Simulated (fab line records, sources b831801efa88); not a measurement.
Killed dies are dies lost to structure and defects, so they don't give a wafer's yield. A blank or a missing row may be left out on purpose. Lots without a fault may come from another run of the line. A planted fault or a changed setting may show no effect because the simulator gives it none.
Which tool did it? | flow sfq_line | 14 lots, 42 wafers sampled, at 3 steps of a route of 325

WHAT THE GAUGES READ, wafer by wafer
The record holds no reading of a measuring or inspecting step that can be judged against a usual standard deviation.

WHICH TOOL RAN EACH LOT (tool, then ch and the chambers of the sampled wafers, then the start)
lot  | SFQ_TRILAYER_I4_CMP_CMP_100   | SFQ_TRILAYER_I4_METRO_MEASURE_101 | SFQ_TRILAYER_I4_VIA_ETCH_VIA_ETCH_106
L361 | cmp-02 ch 0,1,2, day 37 06:31 | film_metro-02, day 37 09:38       | rie_diel-03 ch 1,2,3, day 40 18:24
L362 | cmp-01 ch 0,1,3, day 37 17:53 | film_metro-02, day 37 20:00       | rie_diel-03 ch 0,3, day 41 06:24
L363 | cmp-01 ch 0,1,3, day 38 01:53 | film_metro-01, day 38 05:12       | rie_diel-03 ch 0,1,3, day 41 21:34
L364 | cmp-01 ch 0,2,3, day 38 16:23 | film_metro-01, day 38 19:31       | rie_diel-02 ch 0,2, day 42 14:22
L366 | cmp-01 ch 0,1,2, day 39 11:23 | film_metro-01, day 39 14:55       | rie_diel-03 ch 0,1,2, day 43 09:32
L367 | cmp-01 ch 1,2,3, day 39 20:23 | film_metro-03, day 39 23:31       | rie_diel-02 ch 0,2,3, day 43 19:08
L370 | cmp-01 ch 0,1,2, day 40 15:23 | film_metro-02, day 40 18:07       | rie_diel-02 ch 2,3, day 44 15:32
L371 | cmp-02 ch 1,2,3, day 40 18:13 | film_metro-03, day 40 21:20       | rie_diel-03 ch 0,1,2, day 44 20:20
L373 | cmp-01 ch 0,2,3, day 41 02:53 | film_metro-02, day 41 05:31       | rie_diel-03 ch 1,2,3, day 45 05:56
L374 | cmp-02 ch 0,1, day 41 07:42   | film_metro-02, day 41 10:49       | rie_diel-01 ch 1,3, day 45 08:20
L378 | cmp-01 ch 0,1,2, day 42 19:05 | film_metro-02, day 42 21:07       | rie_diel-03 ch 0,3, day 47 00:06
L382 | cmp-02 ch 0,3, day 43 19:42   | film_metro-03, day 43 22:49       | rie_diel-02 ch 0,1, day 49 00:36
L383 | cmp-01 ch 1,2,3, day 44 00:05 | film_metro-01, day 44 02:55       | rie_diel-01 ch 0,1, day 49 04:12
L384 | cmp-01 ch 0,1, day 44 05:35   | film_metro-03, day 44 08:43       | rie_diel-03 ch 0,2,3, day 49 10:12
- SFQ_TRILAYER_I4_CMP_CMP_100: polishes SiO2.
- SFQ_TRILAYER_I4_METRO_MEASURE_101
- SFQ_TRILAYER_I4_VIA_ETCH_VIA_ETCH_106: etches SiO2 in CHF3, stops on Nb, target depth 260 nm.

WHAT THE TOOLS THEMSELVES READ (means of the sampled wafers that have a number; where no wafer has one, the mark that the record gives instead)
SFQ_TRILAYER_I4_CMP_CMP_100.
lot  | tool   | motor_current_A (A) | time_to_endpoint_s (s)
L361 | cmp-02 | 9.6                 | 208
L362 | cmp-01 | 10.5                | 224
L363 | cmp-01 | 10.4                | 202
L364 | cmp-01 | 10.3                | 226
L366 | cmp-01 | 10.5                | 216
L367 | cmp-01 | 10.6                | 220
L370 | cmp-01 | 10.5                | 213
L371 | cmp-02 | 9.8                 | 223
L373 | cmp-01 | 10.5                | 208
L374 | cmp-02 | 10.1                | 235
L378 | cmp-01 | 10.3                | 209
L382 | cmp-02 | 9.9                 | 216
L383 | cmp-01 | 10.5                | 213
L384 | cmp-01 | 10.0                | 221

SFQ_TRILAYER_I4_METRO_MEASURE_101.
lot  | tool          | thk_nm (nm)
L361 | film_metro-02 | 201.2
L362 | film_metro-02 | 200.4
L363 | film_metro-01 | 201.1
L364 | film_metro-01 | 201.7
L366 | film_metro-01 | 199.8
L367 | film_metro-03 | 200.8
L370 | film_metro-02 | 199.2
L371 | film_metro-03 | 179.2
L373 | film_metro-02 | 199.4
L374 | film_metro-02 | 180.5
L378 | film_metro-02 | 200.8
L382 | film_metro-03 | 200.5
L383 | film_metro-01 | 200.3
L384 | film_metro-03 | 200.2

SFQ_TRILAYER_I4_VIA_ETCH_VIA_ETCH_106.
lot  | tool        | drypump_motor_current_A (A) | oes_product_au (a.u.)
L361 | rie_diel-03 | 5.7                         | 0.854
L362 | rie_diel-03 | 5.5                         | 0.854
L363 | rie_diel-03 | 5.4                         | 0.857
L364 | rie_diel-02 | 5.9                         | 0.858
L366 | rie_diel-03 | 5.3                         | 0.847
L367 | rie_diel-02 | 5.9                         | 0.857
L370 | rie_diel-02 | 5.8                         | 0.853
L371 | rie_diel-03 | 5.3                         | 0.806
L373 | rie_diel-03 | 5.6                         | 0.854
L374 | rie_diel-01 | 6.1                         | 0.809
L378 | rie_diel-03 | 5.5                         | 0.857
L382 | rie_diel-02 | 5.9                         | 0.853
L383 | rie_diel-01 | 5.7                         | 0.859
L384 | rie_diel-03 | 5.5                         | 0.853

THE ANSWER, worked out from the rows above alone
Rule: what is usual is taken from the lots themselves. Put in order of their means at a reading, lots are off if they are a third of the lots or fewer, leave a main group of 4 or more, and stand apart from it by a gap of 3 or more times the standard deviation of the main group's means; of several such gaps the widest counts. A main group whose means are all the same, to the digits that the tables above print for the reading, isn't used. A lot without any number at a reading at which 4 lots or more have one is off too. The other lots that the step has rows for count as sound. The gauges are gone through in route order, then the tools' own readings, and for those a lot's mean is taken as printed above. The first step at which some lot is off is used, and at that step the reading that is off furthest; a lot without a number counts as furthest.
Off: L371, L374, at SFQ_TRILAYER_I4_METRO_MEASURE_101 (thk_nm). The main group: mean 200.4 nm, standard deviation 0.71.
A tool fits if, at that step or a process step before it, it ran every lot that is off, and no sound lot after the first of them. None of those tried fits.

WHAT THE SIMULATOR HAD PUT IN
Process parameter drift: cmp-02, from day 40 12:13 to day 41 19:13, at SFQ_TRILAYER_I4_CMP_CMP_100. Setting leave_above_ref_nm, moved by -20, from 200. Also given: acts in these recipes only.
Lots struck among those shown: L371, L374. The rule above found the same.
